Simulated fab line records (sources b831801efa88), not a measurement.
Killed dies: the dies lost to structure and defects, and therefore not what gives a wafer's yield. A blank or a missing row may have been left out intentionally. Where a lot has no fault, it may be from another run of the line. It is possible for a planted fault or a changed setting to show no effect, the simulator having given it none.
Matching of chambers | flow gf180mcu | GF_MIM_CVD_05 on pecvd-03: 3 sister chambers
The step deposits Si3N4, target thk 42 nm, time 29.086 s. 14 wafers are shown with their chamber, then 7 later ones without.

EACH WAFER AND ITS CHAMBER
wafer  | chamber | heater power w (W)
L641.2 | 0       | 843
L641.4 | 0       | 824
L641.5 | 2       | 642
L646.2 | 0       | 886
L646.3 | 1       | 790
L646.4 | 2       | 655
L647.1 | 1       | 785
L647.2 | 2       | 673
L647.6 | 1       | 792
L655.1 | 2       | 727
L655.3 | 1       | 789
L655.6 | 2       | 714
L656.2 | 0       | 748
L656.3 | 2       | 724

SIGNATURES, as means of the wafers listed above
reading        | chamber 0 | chamber 1 | chamber 2 | scatter within a chamber
heater power w | 825.25    | 789.00    | 689.17    | 39.2
Rule: distance of a wafer from a chamber = root of the sum over the readings of ((wafer's reading minus chamber's mean) / reading's scatter) squared. If the next closest chamber is less than 2 further off than the closest, the wafer can't be placed; otherwise it belongs to the closest. The scatter: take each reading less its chamber's mean, square it, sum over the shown wafers, divide by the number of wafers less the number of chambers, and take the root.

WAFERS WITHOUT THEIR CHAMBER
wafer  | heater power w (W)
L656.5 | 722
L659.1 | 862
L659.3 | 643
L659.5 | 641
L662.1 | 783
L662.2 | 616
L662.4 | 634

THE CHAMBER EACH PASSED THROUGH
wafer  | from the rows above          | in truth
L656.5 | can't be placed: 2 or 1 or 0 | 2
L659.1 | can't be placed: 0 or 1      | 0
L659.3 | 2                            | 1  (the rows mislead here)
L659.5 | 2                            | 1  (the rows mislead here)
L662.1 | can't be placed: 1 or 0      | 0
L662.2 | 2                            | 2
L662.4 | 2                            | 2
Correctly placed: 2 of 7. These rows do not allow placing 3 (true chamber among the candidates in 3). 2 placed wrongly.
